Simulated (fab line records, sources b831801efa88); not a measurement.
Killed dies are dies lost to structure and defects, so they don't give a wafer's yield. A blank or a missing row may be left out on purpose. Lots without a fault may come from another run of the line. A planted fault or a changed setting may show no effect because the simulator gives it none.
fab line records | flow sky130
record lots=5 wafers=15 last_day=50
route steps=708 shown METAL4@628 VIA4@639 METAL5@661
lots that met no fault: from a run of the same line without faults
start_h: hours from the record's first day to the start of the lot's first wafer shown | wait_h: hours since the lot's step before | " the same as in the row above | L1.1+2: a row that stands for several wafers | - no value, or no start given | * or withheld: withheld | < > ~ a bound
route shown NAME@n: a module of which the file shows steps, and the number in the route of the first | usual: mean/standard deviation of fault-free wafers | same: alike in all rows | chamber/n: place in a boat | sites: the reading at each site | _std_site: their standard deviation | _edge_site: outer sites' mean less inner sites' | radius_mm: how far each site lies from the wafer's centre | mask NAME#n: copy n | behind: the tool/chamber that last shaped the wafer | hold: why the lot was held/for how many hours/how that ended | device: the transistor (n, p or np) that didn't switch | end of line: the same wafers' tests at the end of the route | a step without rows: its recipe alone | killed: dies lost to structure and defects at the first sort, not the wafer's yield | map: a wafer's dies, x killed, . not, _ none there
set.NAME: the setting as run; set.NAME@STEP: as run at that earlier step | model.NAME: the simulator's own value behind a step, which no gauge read
lots at some steps of the route; a table a step, a row a wafer
services: from which hour (start_h, from the record's first day; less than 0 if before it) a tool's chamber was out of use, for how many hours, and why
## steps
# step SKY_METAL4_DEVELOP_12
# recipe develop_time_s=60 resist=KrF-thick dev_temp_c=21
# columns lot.wafer tool chamber start_h wait_h
L079.1+5+6 litho_track-04 0 - -
L081.1+3+5 litho_track-03 0 - -
L089.1+2+6 litho_track-04 0 - -
L094.1+2+6 litho_track-01 0 - -
L096.1+2+3 litho_track-03 0 - -
# step SKY_METAL4_CD_MEAS_13
# recipe target_cd_nm=300
# usual cd_nm=299.8/1.3
# columns lot.wafer tool chamber start_h wait_h cd_nm
L079.1 cd_sem-02 - 1010.81 - 301.7
L079.5 " - " " 301.3
L079.6 " - " " 301.1
L081.1 cd_sem-01 - 1027.02 - 299.0
L081.3 " - " " 299.3
L081.5 " - " " 299.0
L089.1 cd_sem-01 - 1083.81 - 298.9
L089.2 " - " " 298.7
L089.6 " - " " 299.1
L094.1 cd_sem-01 - 1113.94 - 299.8
L094.2 " - " " 298.5
L094.6 " - " " 299.3
L096.1 cd_sem-02 - 1119.02 - 299.2
L096.2 " - " " 298.9
L096.3 " - " " 299.0
# step SKY_METAL4_OVL_MEAS_14
# usual METAL4_OVL=3/5.2
# columns lot.wafer tool chamber start_h wait_h METAL4_OVL[nm]
L079.1 overlay-01 - 1010.93 0.1 8
L079.5 " - " " 2
L079.6 " - " " 11
L081.1 overlay-01 - 1027.14 0.1 6
L081.3 " - " " 0
L081.5 " - " " 8
L089.1 overlay-02 - 1083.93 0.1 2
L089.2 " - " " -3
L089.6 " - " " -5
L094.1 overlay-02 - 1114.06 0.1 1
L094.2 " - " " 0
L094.6 " - " " -1
L096.1 overlay-02 - 1119.14 0.1 3
L096.2 " - " " 5
L096.3 " - " " -4
# step SKY_METAL4_DESCUM_15
# recipe chemistry=O2 source_power_w=150 bias_power_w=0 pressure_mtorr=10 temp_c=40 time_s=8
# usual drypump_motor_current_A=6.2/0.34 oes_product_au=0.993/0.01
# columns lot.wafer tool chamber start_h wait_h drypump_motor_current_A oes_product_au rf_hours_counter_h
L079.1 rie_metal-04 1 1010.97 0.0 6.1 0.985 15
L079.5 " 1 " " 6.1 0.984 -
L079.6 " 0 " " 6.2 0.995 -
L081.1 rie_metal-02 0 1027.17 0.0 6.2 1.005 17
L081.3 " 1 " " 6.3 0.988 -
L081.5 " 0 " " 6.2 1.000 -
L089.1 rie_metal-02 0 1083.97 0.0 6.2 1.000 21
L089.2 " 1 " " 6.3 0.995 19
L089.6 " 1 " " 6.3 0.990 -
L094.1 rie_metal-02 1 1114.09 0.0 6.3 1.001 22
L094.2 " 0 " " 6.2 1.015 23
L094.6 " 0 " " 6.2 0.995 -
L096.1 rie_metal-04 1 1119.17 0.0 6.1 0.994 22
L096.2 " 0 " " 6.1 0.999 25
L096.3 " 0 " " 6.1 0.995 -
# step SKY_METAL4_ETCH_16
# recipe chemistry=N2/H2 target=BARC ion_energy_ev=200 bias_w=100 pressure_mtorr=30 n2_flow_sccm=100 h2_flow_sccm=200 icp_w=500 stop_on=SiO2 time_s=88.2 target_depth_a=600
# usual bias_w=99.95/0.26 drypump_motor_current_A=6.2/0.34 oes_product_au=0.625/0.0047 throttle_valve_pct=13.206/0.008
# columns lot.wafer tool chamber start_h wait_h bias_w drypump_motor_current_A oes_product_au rf_hours_counter_h throttle_valve_pct
L079.1 rie_metal-04 1 1011.00 0.0 100.35 6.1 0.620 15 13.192
L079.5 " 1 " " 99.98 6.1 0.618 - 13.215
L079.6 " 0 " " 99.51 6.2 0.626 - 13.195
L081.1 rie_metal-02 0 1027.20 0.0 100.24 6.2 0.624 17 13.210
L081.3 " 1 " " 99.96 6.3 0.626 - 13.207
L081.5 " 0 " " 100.07 6.2 0.626 - 13.205
L089.1 rie_metal-02 0 1084.00 0.0 100.26 6.2 0.626 21 13.208
L089.2 " 1 " " 99.85 6.4 0.627 19 13.229
L089.6 " 1 " " 100.00 6.3 0.630 - 13.202
L094.1 rie_metal-02 1 1114.13 0.0 99.74 6.4 0.629 22 13.213
L094.2 " 0 " " 99.82 6.2 0.629 23 13.201
L094.6 " 0 " " 99.89 6.2 0.622 - 13.202
L096.1 rie_metal-04 1 1119.21 0.0 100.09 6.1 0.622 22 13.208
L096.2 " 0 " " 99.97 6.1 0.637 25 13.208
L096.3 " 0 " " 99.86 6.1 0.626 - 13.205
# step SKY_METAL4_ETCH_17
# recipe target=SiO2 stop_on=TiN chemistry=C4F8/O2/Ar source_w=1500 bias_w=1200 pressure_mtorr=40 c4f8_flow_sccm=withheld O2_flow_sccm=6 Ar_flow_sccm=300 time_s=3.9 target_depth_a=150
# usual bias_w=1200/3.9 oes_product_au=0.753/0.0074
# columns lot.wafer tool chamber start_h wait_h bias_w oes_product_au
L079.1 rie_diel-04 1 1011.10 0.1 1201 0.757
L079.5 " 1 " " 1200 0.765
L079.6 " 2 " " 1197 0.758
L081.1 rie_diel-03 0 1027.30 0.1 1196 0.744
L081.3 " 2 " " 1200 0.761
L081.5 " 2 " " 1194 0.748
L089.1 rie_diel-04 1 1084.10 0.1 1198 0.751
L089.2 " 2 " " 1198 0.749
L089.6 " 2 " " 1201 0.754
L094.1 rie_diel-02 1 1114.22 0.1 1193 0.749
L094.2 " 3 " " 1205 0.745
L094.6 " 0 " " 1200 0.759
L096.1 rie_diel-02 3 1119.30 0.1 1196 0.744
L096.2 " 2 " " 1200 0.751
L096.3 " 1 " " 1195 0.744
# step SKY_METAL4_METAL_ETCH_18
# recipe target_depth_a=8450 stop_on=SiO2 over_etch_frac=0.3 time_s=183.1 chemistry=Cl2/BCl3 resist_sidewall_deg=88 pressure_mtorr=10 icp_w=900 bias_w=48.5 Cl2_flow_sccm=60 bcl3_flow_sccm=30
# usual bias_w=48.49/0.15 drypump_motor_current_A=6.2/0.36 oes_product_au=0.868/0.0074 throttle_valve_pct=22.265/0.0088
# columns lot.wafer tool chamber start_h wait_h bias_w drypump_motor_current_A oes_product_au rf_hours_counter_h throttle_valve_pct
L079.1 rie_metal-02 1 1011.12 0.0 48.27 6.3 0.885 14 22.259
L079.5 " 0 " " 48.69 6.2 0.873 - 22.263
L079.6 " 1 " " 48.54 6.3 0.884 - 22.268
L081.1 rie_metal-04 0 1027.32 0.0 48.54 6.1 0.866 19 22.262
L081.3 " 0 " " 48.59 6.2 0.862 - 22.273
L081.5 " 1 " " 48.72 6.1 0.865 - 22.271
L089.1 rie_metal-04 1 1084.12 0.0 48.44 6.1 0.872 19 22.260
L089.2 " 0 " " 48.37 6.1 0.875 23 22.273
L089.6 " 1 " " 48.62 6.1 0.872 - 22.263
L094.1 rie_metal-01 1 1114.24 0.0 48.26 6.8 0.870 24 22.255
L094.2 " 0 " " 48.19 5.6 0.861 17 22.250
L094.6 " 0 " " 48.37 5.6 0.858 - 22.267
L096.1 rie_metal-01 0 1119.32 0.0 48.36 5.6 0.867 17 22.276
L096.2 " 1 " " 48.67 6.8 0.865 25 22.252
L096.3 " 1 " " 48.65 6.8 0.865 - 22.271
# step SKY_METAL4_STRIP_19
# recipe chemistry=O2/N2 power_w=1400 pressure_mtorr=1500 platen_temp_c=withheld o2_flow_sccm=3000 n2_flow_sccm=300 overash_fraction=0.5
# usual drypump_motor_current_A=5.9/0.41 oes_product_au=0.505/0.0059 strip_time_to_endpoint_s=6.59/0.086
# columns lot.wafer tool chamber start_h wait_h drypump_motor_current_A oes_product_au rf_hours_counter_h strip_time_to_endpoint_s
L079.1 plasma_asher-01 1 1011.30 0.1 6.5 0.499 88 6.66
L079.5 " 0 " " 6.2 0.504 - 6.54
L079.6 " 1 " " 6.5 0.504 - 6.66
L081.1 plasma_asher-03 0 1027.50 0.1 5.5 0.509 124 6.57
L081.3 " 1 " " 5.9 0.507 - 6.58
L081.5 " 1 " " 5.9 0.512 - 6.61
L089.1 plasma_asher-01 0 1084.30 0.1 6.2 0.508 95 6.56
L089.2 " 1 " " 6.5 0.505 95 6.58
L089.6 " 0 " " 6.2 0.501 - 6.61
L094.1 plasma_asher-04 1 1114.42 0.1 6.0 0.507 69 6.77
L094.2 " 0 " " 5.3 0.506 69 6.66
L094.6 " 1 " " 6.0 0.505 - 6.66
L096.1 plasma_asher-03 1 1119.50 0.1 5.9 0.503 5 6.71
L096.2 " 0 " " 5.5 0.515 5 6.76
L096.3 " 0 " " 5.5 0.509 - 6.76
# step SKY_METAL4_STRIP_20
# recipe chemistry=post_etch_residue_remover time_s=1200 temp_c=72.5
# columns lot.wafer tool chamber start_h wait_h
L079.1+5+6 wet_bench-04 1 1011.40 0.1
L081.1+3+5 wet_bench-01 2 1027.60 0.1
L089.1+2+6 wet_bench-02 2 1084.40 0.1
L094.1+2+6 wet_bench-02 3 1114.52 0.1
L096.1+2+3 wet_bench-02 3 1119.60 0.1
# step SKY_METAL4_CLEAN_21
# recipe chemistry=IPA time_s=180 temp_c=25
# columns lot.wafer tool chamber start_h wait_h
L079.1+5+6 wet_bench-01 3 1011.74 0.0
L081.1+3+5 wet_bench-02 1 1027.94 0.0
L089.1+2+6 wet_bench-01 0 1084.77 0.0
L094.1+2+6 wet_bench-01 3 1114.89 0.0
L096.1+2+3 wet_bench-02 0 1119.97 0.0
# step SKY_METAL4_CLEAN_22
# recipe chemistry=O3/DIW dry=n2_spin
# columns lot.wafer tool chamber start_h wait_h
L079.1+5+6 wet_bench-02 2 1011.80 0.0
L081.1+3+5 wet_bench-04 2 1028.00 0.0
L089.1+2+6 wet_bench-02 0 1084.85 0.0
L094.1+2+6 wet_bench-04 2 1115.02 0.0
L096.1+2+3 wet_bench-02 1 1120.04 0.0
# step SKY_VIA4_HDPCVD_00
# recipe material=SiO2 target_thk_nm=1750 sigma_open_frac=0.3 time_s=291.7 temp_c=400 sih4_flow_sccm=60 pressure_mtorr=6
# columns lot.wafer tool chamber start_h wait_h
L079.1+5+6 hdpcvd-01 2,2,0 1011.89 0.0
L081.1+3+5 hdpcvd-02 2,0,0 1028.10 0.0
L089.1+2+6 hdpcvd-01 1,0,1 1084.95 0.0
L094.1+2+6 hdpcvd-02 2,1,0 1115.11 0.0
L096.1+2+3 hdpcvd-02 1,2,0 1120.14 0.0
# step SKY_VIA4_THK_MEAS_01
# recipe reads=SiO2_of_VIA4_HDPCVD_00
# usual VIA4_HDPCVD_THK=1763/15
# columns lot.wafer tool chamber start_h wait_h VIA4_HDPCVD_THK[nm]
L079.1 film_metro-03 - 1012.07 0.1 1754
L079.5 " - " " 1770
L079.6 " - " " 1778
L081.1 film_metro-04 - 1028.28 0.1 1735
L081.3 " - " " 1757
L081.5 " - " " 1754
L089.1 film_metro-04 - 1085.12 0.1 1776
L089.2 " - " " 1791
L089.6 " - " " 1782
L094.1 film_metro-03 - 1115.29 0.1 1730
L094.2 " - " " 1742
L094.6 " - " " 1754
L096.1 film_metro-03 - 1120.32 0.1 1766
L096.2 " - " " 1756
L096.3 " - " " 1766
# step SKY_VIA4_CMP_02
# recipe material=SiO2 down_force_psi=4 platen_rpm=60 pad_velocity_m_s=0.94248
# usual motor_current_A=11.9/1.7
# columns lot.wafer tool chamber start_h wait_h motor_current_A
L079.1 cmp-02 3 1012.23 0.1 10.2
L079.6 " 1 " " 12.1
L079.5 " 2 " " 15.1
L081.3 cmp-02 1 1028.35 0.0 11.9
L081.1 " 0 " " 10.1
L081.5 " 2 " " 14.3
L089.1 cmp-01 3 1085.18 0.1 11.3
L089.2 " 1 " " 13.7
L089.6 " 0 " " 10.3
L094.1 cmp-02 2 1115.35 0.1 14.6
L094.2 " 3 " " 10.9
L094.6 " 2 " " 14.1
L096.3 cmp-01 0 1120.38 0.0 9.8
L096.2 " 1 " " 13.7
L096.1 " 2 " " 13.7
# step SKY_VIA4_BOW_MEAS_03
# recipe mode=bow
# usual VIA4_BOW=77/9
# columns lot.wafer tool chamber start_h wait_h VIA4_BOW[um]
L079.1 film_metro-04 - 1012.43 0.1 64
L079.5 " - " " 65
L079.6 " - " " 81
L081.1 film_metro-03 - 1028.65 0.1 78
L081.3 " - " " 75
L081.5 " - " " 81
L089.1 film_metro-01 - 1085.48 0.2 69
L089.2 " - " " 87
L089.6 " - " " 75
L094.1 film_metro-03 - 1115.65 0.2 81
L094.2 " - " " 85
L094.6 " - " " 69
L096.1 film_metro-04 - 1120.68 0.1 68
L096.2 " - " " 66
L096.3 " - " " 74
# step SKY_VIA4_DEHYDRATE_04
# recipe temp_c=200 time_s=60
# columns lot.wafer tool chamber start_h wait_h
L079.1+5+6 litho_track-02 0 1022.89 10.4
L081.1+3+5 litho_track-01 0 1039.14 10.5
L089.1+2+6 litho_track-01 0 1095.54 10.0
L094.1+2+6 litho_track-01 0 1124.84 9.2
L096.1+2+3 litho_track-03 0 1129.67 9.0
# step SKY_VIA4_HMDS_05
# recipe prime_time_s=60 prime_temp_c=120
# same prime_time_s=60
# columns lot.wafer tool chamber start_h wait_h
L079.1+5+6 litho_track-02 0 1023.04 0.1
L081.1+3+5 litho_track-01 0 1039.29 0.1
L089.1+2+6 litho_track-01 0 1095.69 0.1
L094.1+2+6 litho_track-01 0 1124.99 0.1
L096.1+2+3 litho_track-03 0 1129.82 0.1
# step SKY_VIA4_COAT_06
# recipe resist=NOVOLAK spin_rpm=3000 resist_thk_nm=1140
# columns lot.wafer tool chamber start_h wait_h
L079.1+5+6 litho_track-02 0 1023.19 0.1
L081.1+3+5 litho_track-01 0 1039.44 0.1
L089.1+2+6 litho_track-01 0 1095.84 0.1
L094.1+2+6 litho_track-01 0 1125.14 0.1
L096.1+2+3 litho_track-03 0 1129.97 0.1
# step SKY_VIA4_SOFTBAKE_07
# recipe temp_c=90 time_s=60 resist=NOVOLAK
# columns lot.wafer tool chamber start_h wait_h
L079.1+5+6 litho_track-02 0 1023.34 0.1
L081.1+3+5 litho_track-01 0 1039.59 0.1
L089.1+2+6 litho_track-01 0 1095.99 0.1
L094.1+2+6 litho_track-01 0 1125.29 0.1
L096.1+2+3 litho_track-03 0 1130.12 0.1
# step SKY_VIA4_EXPOSE_08
# recipe mask_id=VIM4 na=0.6 source_shape=conventional sigma_outer=0.6 polarization=unpolarized target_cd_nm=800 dose_mj=132
# columns lot.wafer tool chamber start_h wait_h mask
L079.1+5+6 iline_stepper-01 0 - - VIM4#0
L081.1+3+5 iline_stepper-01 0 - - VIM4#0
L089.1+2+6 iline_stepper-01 0 - - VIM4#0
L094.1+2+6 iline_stepper-02 0 - - VIM4#0
L096.1+2+3 iline_stepper-02 0 - - VIM4#0
# step SKY_VIA4_PEB_09
# recipe temp_c=withheld time_s=* resist=NOVOLAK
# columns lot.wafer tool chamber start_h wait_h
L079.1+5+6 litho_track-02 0 - -
L081.1+3+5 litho_track-01 0 - -
L089.1+2+6 litho_track-03 0 - -
L094.1+2+6 litho_track-03 0 - -
L096.1+2+3 litho_track-01 0 - -
# step SKY_VIA4_DEVELOP_10
# recipe resist=NOVOLAK developer=TMAH develop_time_s=60 dev_temp_c=23
# columns lot.wafer tool chamber start_h wait_h
L079.1+5+6 litho_track-02 0 1034.19 0.1
L081.1+3+5 litho_track-01 0 1050.39 0.1
L089.1+2+6 litho_track-03 0 1106.22 0.1
L094.1+2+6 litho_track-03 0 1134.72 0.1
L096.1+2+3 litho_track-01 0 1139.74 0.1
# step SKY_VIA4_OVL_MEAS_11
# usual VIA4_OVL=0.5/1.2
# columns lot.wafer tool chamber start_h wait_h VIA4_OVL[nm]
L079.1 overlay-02 - 1034.34 0.1 0.4
L079.5 " - " " 0.3
L079.6 " - " " -0.3
L081.1 overlay-01 - 1050.54 0.1 -0.2
L081.3 " - " " 0.2
L081.5 " - " " -1.4
L089.1 overlay-01 - 1106.37 0.1 2.3
L089.2 " - " " 2.7
L089.6 " - " " 2.2
L094.1 overlay-02 - 1134.87 0.1 2.9
L094.2 " - " " 2.8
L094.6 " - " " 2.2
L096.1 overlay-01 - 1139.89 0.1 0.5
L096.2 " - " " 2.0
L096.3 " - " " -1.3
# step SKY_VIA4_ETCH_12
# recipe target=SiO2 chemistry=C4F8/O2/Ar stop_on=TiN mask_material=NOVOLAK source_w=1500 bias_w=1200 pressure_mtorr=40 c4f8_flow_sccm=withheld O2_flow_sccm=6 Ar_flow_sccm=300 time_s=withheld target_depth_a=5800
# usual bias_w=1200/3.4 oes_product_au=0.926/0.0046
# columns lot.wafer tool chamber start_h wait_h bias_w oes_product_au
L079.1 rie_diel-04 0 1034.37 0.0 1199 0.926
L079.5 " 2 " " 1203 0.931
L079.6 " 1 " " 1199 0.926
L081.1 rie_diel-01 1 1050.57 0.0 1202 0.932
L081.3 " 3 " " 1199 0.927
L081.5 " 1 " " 1205 0.928
L089.1 rie_diel-04 0 1106.40 0.0 1200 0.929
L089.2 " 3 " " 1193 0.926
L089.6 " 0 " " 1197 0.928
L094.1 rie_diel-01 3 1134.90 0.0 1198 0.923
L094.2 " 1 " " 1197 0.921
L094.6 " 2 " " 1207 0.925
L096.1 rie_diel-03 3 1139.92 0.0 1193 0.925
L096.2 " 2 " " 1207 0.922
L096.3 " 1 " " 1208 0.925
# step SKY_VIA4_STRIP_13
# recipe chemistry=O2/N2 power_w=1400 pressure_mtorr=1500 platen_temp_c=withheld o2_flow_sccm=3000 n2_flow_sccm=300 overash_fraction=0.5
# usual drypump_motor_current_A=5.9/0.32 oes_product_au=0.710/0.0043 strip_time_to_endpoint_s=12.79/0.032
# columns lot.wafer tool chamber start_h wait_h drypump_motor_current_A oes_product_au rf_hours_counter_h strip_time_to_endpoint_s
L079.1 plasma_asher-02 0 1034.45 - 5.6 0.713 29 12.82
L079.5 " 0 " " 5.6 0.712 - 12.78
L079.6 " 1 " " 6.0 0.709 - 12.74
L081.1 plasma_asher-01 1 1050.65 - 6.5 0.707 91 12.83
L081.3 " 1 " " 6.5 0.702 - 12.76
L081.5 " 1 " " 6.5 0.707 - 12.77
L089.1 plasma_asher-03 1 1106.48 - 5.9 0.718 4 12.81
L089.2 " 0 " " 5.5 0.717 4 12.74
L089.6 " 1 " " 5.9 0.711 - 12.80
L094.1 plasma_asher-03 1 1134.98 - 5.9 0.709 7 12.84
L094.2 " 0 " " 5.5 0.705 7 12.77
L094.6 " 0 " " 5.5 0.711 - 12.81
L096.1 plasma_asher-02 1 1140.00 - 6.0 0.708 40 12.79
L096.2 " 0 " " 5.6 0.710 40 12.80
L096.3 " 1 " " 6.0 0.717 - 12.81
# step SKY_VIA4_STRIP_14
# recipe chemistry=post_etch_residue_remover time_s=1200 temp_c=72.5
# columns lot.wafer tool chamber start_h wait_h
L079.1+5+6 wet_bench-02 1 1034.55 0.1
L081.1+3+5 wet_bench-02 2 1050.75 0.1
L089.1+2+6 wet_bench-02 3 1106.58 0.1
L094.1+2+6 wet_bench-03 2 1135.15 0.1
L096.1+2+3 wet_bench-03 2 1140.10 0.1
# step SKY_VIA4_CLEAN_15
# recipe chemistry=IPA time_s=180 temp_c=25
# columns lot.wafer tool chamber start_h wait_h
L079.1+5+6 wet_bench-03 2 1034.89 0.0
L081.1+3+5 wet_bench-02 3 1051.09 0.0
L089.1+2+6 wet_bench-02 0 1106.92 0.0
L094.1+2+6 wet_bench-02 2 1135.49 0.0
L096.1+2+3 wet_bench-04 2 1140.44 0.0
# step SKY_VIA4_CLEAN_16
# recipe chemistry=O3/DIW dry=n2_spin
# columns lot.wafer tool chamber start_h wait_h
L079.1+5+6 wet_bench-02 2 1034.95 0.0
L081.1+3+5 wet_bench-04 0 1051.15 0.0
L089.1+2+6 wet_bench-04 1 1106.98 0.0
L094.1+2+6 wet_bench-04 3 1135.56 0.0
L096.1+2+3 wet_bench-02 3 1140.50 0.0
# step SKY_VIA4_SPUTTER_17
# recipe material=TiN target_thk_nm=20 chamber_pressure_pa=5 power_w=4000 time_s=80
# usual throttle_valve_pct=29.6/0.88
# columns lot.wafer tool chamber start_h wait_h throttle_valve_pct
L079.1 pvd_sputter-02 - 1035.04 0.0 28.1
L079.5 " - " " 28.0
L079.6 " - " " 29.1
L081.1 pvd_sputter-02 - 1051.24 0.0 28.2
L081.3 " - " " 30.4
L081.5 " - " " 29.8
L089.1 pvd_sputter-01 - 1107.07 0.0 31.0
L089.2 " - " " 30.0
L089.6 " - " " 28.7
L094.1 pvd_sputter-01 - 1135.66 0.0 28.9
L094.2 " - " " 30.3
L094.6 " - " " 30.2
L096.1 pvd_sputter-01 - 1140.59 0.0 28.8
L096.2 " - " " 29.2
L096.3 " - " " 30.1
# step SKY_VIA4_CVD_18
# recipe material=W target_thk_nm=505 time_s=152.14 temp_c=400 pressure_torr=40
# usual heater_power_w=830/68
# columns lot.wafer tool chamber start_h wait_h heater_power_w
L079.1 cvd_w-01 1 1035.10 0.0 741
L079.5 " 1 " " 720
L079.6 " 0 " " 882
L081.1 cvd_w-01 0 1051.30 0.0 913
L081.3 " 1 " " 740
L081.5 " 1 " " 727
L089.1 cvd_w-01 1 1107.13 0.0 756
L089.2 " 0 " " 903
L089.6 " 0 " " 875
L094.1 cvd_w-01 0 1135.72 0.0 917
L094.2 " 1 " " 740
L094.6 " 1 " " 741
L096.1 cvd_w-01 0 1140.65 0.0 906
L096.2 " 1 " " 739
L096.3 " 1 " " 735
# step SKY_VIA4_RS_MEAS_19
# recipe thk_meas_gauge=four-point-probe reads=W_of_VIA4_CVD_18+TiN_of_VIA4_SPUTTER_17
# usual VIA4_W_RS=0.2267/0.0022
# columns lot.wafer tool chamber start_h wait_h VIA4_W_RS[ohm/sq]
L079.1 film_metro-03 - 1035.25 0.1 0.2256
L079.5 " - " " 0.2275
L079.6 " - " " 0.2269
L081.1 film_metro-03 - 1051.45 0.1 0.2263
L081.3 " - " " 0.2284
L081.5 " - " " 0.2258
L089.1 film_metro-01 - 1107.28 0.1 0.2223
L089.2 " - " " 0.2272
L089.6 " - " " 0.2271
L094.1 film_metro-01 - 1135.87 0.1 0.2300
L094.2 " - " " 0.2271
L094.6 " - " " 0.2284
L096.1 film_metro-03 - 1140.80 0.1 0.2258
L096.2 " - " " 0.2257
L096.3 " - " " 0.2256
# step SKY_VIA4_THK_MEAS_20
# recipe thk_meas_gauge=xrf reads=W_of_VIA4_CVD_18
# usual VIA4_W_THK=499/6.7
# columns lot.wafer tool chamber start_h wait_h VIA4_W_THK[nm]
L079.1 film_metro-03 - 1035.37 0.1 503
L079.5 " - " " 496
L079.6 " - " " 500
L081.1 film_metro-03 - 1051.57 0.1 498
L081.3 " - " " 493
L081.5 " - " " 501
L089.1 film_metro-01 - 1107.40 0.1 516
L089.2 " - " " 503
L089.6 " - " " 504
L094.1 film_metro-01 - 1135.99 0.1 499
L094.2 " - " " 507
L094.6 " - " " 502
L096.1 film_metro-03 - 1140.92 0.1 496
L096.2 " - " " 496
L096.3 " - " " 496
# step SKY_VIA4_CMP_21
# recipe stop_on=SiO2 t_overpolish_s=25 down_force_psi=3.5 platen_rpm=60 target_thk_nm=0 pad_velocity_m_s=0.94248
# usual motor_current_A=10.8/1.5 overpolish_run_s=25.001/0.0091 time_to_endpoint_s=121/4.7
# columns lot.wafer tool chamber start_h wait_h motor_current_A overpolish_run_s time_to_endpoint_s
L079.1 cmp-02 0 1035.43 0.1 9.5 25.004 129
L079.5 " 0 " " 9.7 25.003 129
L079.6 " 1 " " 10.9 25.014 121
L081.1 cmp-01 3 1051.73 0.1 10.0 25.005 120
L081.3 " 0 " " 9.2 25.006 121
L081.5 " 2 " " 12.7 24.987 123
L089.2 cmp-01 0 1107.51 0.1 9.0 25.000 118
L089.1 " 1 " " 13.0 24.991 119
L089.6 " 0 " " 9.0 25.009 123
L094.2 cmp-01 0 1136.10 0.1 9.3 24.993 125
L094.1 " 1 " " 12.5 25.006 121
L094.6 " 0 " " 8.9 25.001 126
L096.1 cmp-01 3 1140.98 0.1 9.7 24.999 117
L096.2 " 0 " " 9.5 24.985 121
L096.3 " 2 " " 13.3 24.988 125
# step SKY_METAL5_SPUTTER_00
# recipe material=Ti target_thk_nm=15 power_w=3000 time_s=10 chamber_pressure_pa=0.4
# usual throttle_valve_pct=29.8/0.82
# columns lot.wafer tool chamber start_h wait_h throttle_valve_pct
L079.1 pvd_sputter-03 - 1035.73 0.2 31.2
L079.5 " - " " 28.7
L079.6 " - " " 31.0
L081.1 pvd_sputter-01 - 1051.98 0.2 29.5
L081.3 " - " " 28.6
L081.5 " - " " 28.5
L089.1 pvd_sputter-04 - 1107.76 0.1 29.7
L089.2 " - " " 30.3
L089.6 " - " " 29.5
L094.1 pvd_sputter-04 - 1136.35 0.1 29.8
L094.2 " - " " 29.6
L094.6 " - " " 29.7
L096.1 pvd_sputter-01 - 1141.28 0.2 29.4
L096.2 " - " " 30.6
L096.3 " - " " 28.7
# step SKY_METAL5_SPUTTER_01
# recipe material=TiN target_thk_nm=20 power_w=6500 time_s=16.7 chamber_pressure_pa=0.4
# usual throttle_valve_pct=29.8/0.84
# columns lot.wafer tool chamber start_h wait_h throttle_valve_pct
L079.1 pvd_sputter-03 - 1035.75 0.0 31.3
L079.5 " - " " 29.1
L079.6 " - " " 31.0
L081.1 pvd_sputter-01 - 1052.00 0.0 29.2
L081.3 " - " " 28.7
L081.5 " - " " 28.7
L089.1 pvd_sputter-04 - 1107.78 0.0 29.8
L089.2 " - " " 30.8
L089.6 " - " " 29.7
L094.1 pvd_sputter-04 - 1136.37 0.0 29.8
L094.2 " - " " 29.5
L094.6 " - " " 29.3
L096.1 pvd_sputter-01 - 1141.30 0.0 29.5
L096.2 " - " " 31.0
L096.3 " - " " 28.7
# step SKY_METAL5_SPUTTER_02
# recipe material=AlCu target_thk_nm=1150 power_w=10600 time_s=61.2 chamber_pressure_pa=0.4
# usual throttle_valve_pct=29.8/0.81
# columns lot.wafer tool chamber start_h wait_h throttle_valve_pct
L079.1 pvd_sputter-03 - 1035.78 0.0 31.0
L079.5 " - " " 29.1
L079.6 " - " " 31.0
L081.1 pvd_sputter-01 - 1052.03 0.0 29.5
L081.3 " - " " 29.0
L081.5 " - " " 28.8
L089.1 pvd_sputter-04 - 1107.81 0.0 29.6
L089.2 " - " " 30.7
L089.6 " - " " 29.8
L094.1 pvd_sputter-04 - 1136.40 0.0 29.6
L094.2 " - " " 29.7
L094.6 " - " " 29.5
L096.1 pvd_sputter-01 - 1141.33 0.0 29.7
L096.2 " - " " 30.7
L096.3 " - " " 28.7
# step SKY_METAL5_SPUTTER_03
# recipe material=Ti target_thk_nm=5 power_w=3000 time_s=3.3 chamber_pressure_pa=0.4
# usual throttle_valve_pct=29.8/0.82
# columns lot.wafer tool chamber start_h wait_h throttle_valve_pct
L079.1 pvd_sputter-03 - 1035.83 0.0 31.1
L079.5 " - " " 29.2
L079.6 " - " " 31.2
L081.1 pvd_sputter-01 - 1052.08 0.0 29.5
L081.3 " - " " 28.5
L081.5 " - " " 28.5
L089.1 pvd_sputter-04 - 1107.86 0.0 29.7
L089.2 " - " " 30.7
L089.6 " - " " 30.0
L094.1 pvd_sputter-04 - 1136.45 0.0 29.7
L094.2 " - " " 29.4
L094.6 " - " " 29.6
L096.1 pvd_sputter-01 - 1141.38 0.0 29.5
L096.2 " - " " 30.5
L096.3 " - " " 28.9
# step SKY_METAL5_SPUTTER_04
# recipe material=TiN target_thk_nm=70 power_w=6500 time_s=58.3 chamber_pressure_pa=0.4
# usual throttle_valve_pct=29.8/0.82
# columns lot.wafer tool chamber start_h wait_h throttle_valve_pct
L079.1 pvd_sputter-03 - 1035.85 0.0 31.0
L079.5 " - " " 29.0
L079.6 " - " " 31.1
L081.1 pvd_sputter-01 - 1052.10 0.0 29.4
L081.3 " - " " 28.5
L081.5 " - " " 28.6
L089.1 pvd_sputter-04 - 1107.88 0.0 29.9
L089.2 " - " " 30.8
L089.6 " - " " 29.6
L094.1 pvd_sputter-04 - 1136.47 0.0 29.5
L094.2 " - " " 29.3
L094.6 " - " " 29.4
L096.1 pvd_sputter-01 - 1141.40 0.0 29.5
L096.2 " - " " 31.0
L096.3 " - " " 29.0
## services
# columns tool chamber start_h hours kind
cmp-01 - 993.37 8.0 repair
pvd_sputter-02 - 997.40 1.4 repair
rie_diel-02 3 1003.01 23.6 repair
hdpcvd-01 - 1013.18 6.0 pm
iline_stepper-02 - 1022.01 2.1 repair
pvd_sputter-02 - 1024.00 2.0 repair
rie_diel-02 0 1024.27 2.6 repair
plasma_asher-01 - 1031.54 0.4 repair
rie_metal-01 - 1031.56 0.8 repair
plasma_asher-03 - 1031.88 1.2 repair
hdpcvd-01 1 1037.47 5.2 repair
cmp-01 - 1045.02 6.3 pm
rie_metal-02 0 1045.28 3.6 repair
plasma_asher-03 - 1055.25 9.0 pm
rie_metal-02 - 1055.55 0.4 repair
plasma_asher-01 - 1055.88 2.8 pm
pvd_sputter-03 - 1058.94 89.3 repair
cmp-02 - 1059.55 0.9 repair
cmp-02 - 1084.86 4.0 pm
rie_diel-04 2 1086.91 66.1 repair
iline_stepper-01 - 1106.25 4.0 repair
rie_diel-04 0 1117.96 13.4 repair
cmp-01 - 1129.72 5.2 pm
plasma_asher-03 - 1139.82 4.3 pm
## key
fault none
